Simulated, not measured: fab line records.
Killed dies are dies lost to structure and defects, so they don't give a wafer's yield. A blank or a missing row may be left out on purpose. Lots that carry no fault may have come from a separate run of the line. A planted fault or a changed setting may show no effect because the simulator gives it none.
Matching of chambers :: flow sky130 :: cmp-01 running SKY_CONTACT_CMP_04: 4 sister chambers
The step polishes SiO2. 8 wafers are shown with their chamber, then 7 later ones without.

WAFERS, EACH WITH ITS CHAMBER
wafer: L684.3
chamber: 2
time to endpoint s (s): 75
motor current A (A): 12.3

wafer: L694.3
chamber: 3
time to endpoint s (s): 77
motor current A (A): 12.7

wafer: L694.5
chamber: 3
time to endpoint s (s): 86
motor current A (A): 12.6

wafer: L694.6
chamber: 2
time to endpoint s (s): 79
motor current A (A): 12.0

wafer: L699.3
chamber: 0
time to endpoint s (s): 80
motor current A (A): 12.7

wafer: L699.5
chamber: 1
time to endpoint s (s): 87
motor current A (A): 11.8

wafer: L700.1
chamber: 1
time to endpoint s (s): 82
motor current A (A): 12.3

wafer: L700.2
chamber: 0
time to endpoint s (s): 85
motor current A (A): 12.5

WAFERS WHOSE CHAMBER IS MISSING
wafer: L700.4
time to endpoint s (s): 89
motor current A (A): 12.3

wafer: L701.2
time to endpoint s (s): 82
motor current A (A): 12.4

wafer: L701.5
time to endpoint s (s): 83
motor current A (A): 12.6

wafer: L701.6
time to endpoint s (s): 86
motor current A (A): 12.6

wafer: L705.2
time to endpoint s (s): 87
motor current A (A): 12.2

wafer: L705.5
time to endpoint s (s): 81
motor current A (A): 13.0

wafer: L705.6
time to endpoint s (s): 84
motor current A (A): 12.4

WHICH CHAMBER EACH ONE RAN IN
wafer: L700.4
from the rows above: can't be placed: 1 or 0 or 3 or 2
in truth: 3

wafer: L701.2
from the rows above: can't be placed: 0 or 3 or 2 or 1
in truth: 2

wafer: L701.5
from the rows above: can't be placed: 0 or 3
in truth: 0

wafer: L701.6
from the rows above: can't be placed: 0 or 3 or 1
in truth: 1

wafer: L705.2
from the rows above: can't be placed: 1 or 0 or 2 or 3
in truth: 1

wafer: L705.5
from the rows above: can't be placed: 3 or 0
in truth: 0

wafer: L705.6
from the rows above: can't be placed: 0 or 3 or 1 or 2
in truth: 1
Correct placement for 0 of the 7. Unplaceable from these rows: 7, with the true chamber sitting among the candidates in 7. 0 placed wrongly.
How it was worked out, from the rows above alone: a wafer's distance from a chamber is the root of the sum, over the readings, of the square of ((its reading less the chamber's mean) divided by the reading's scatter). If the next closest chamber is less than 2 further off than the closest, the wafer can't be placed; otherwise it belongs to the closest. For every chamber, the mean is computed from those of its wafers that are shown. The scatter: the root of (the sum of the squares of (reading less its chamber's mean) over the shown wafers, divided by (wafers less chambers)).
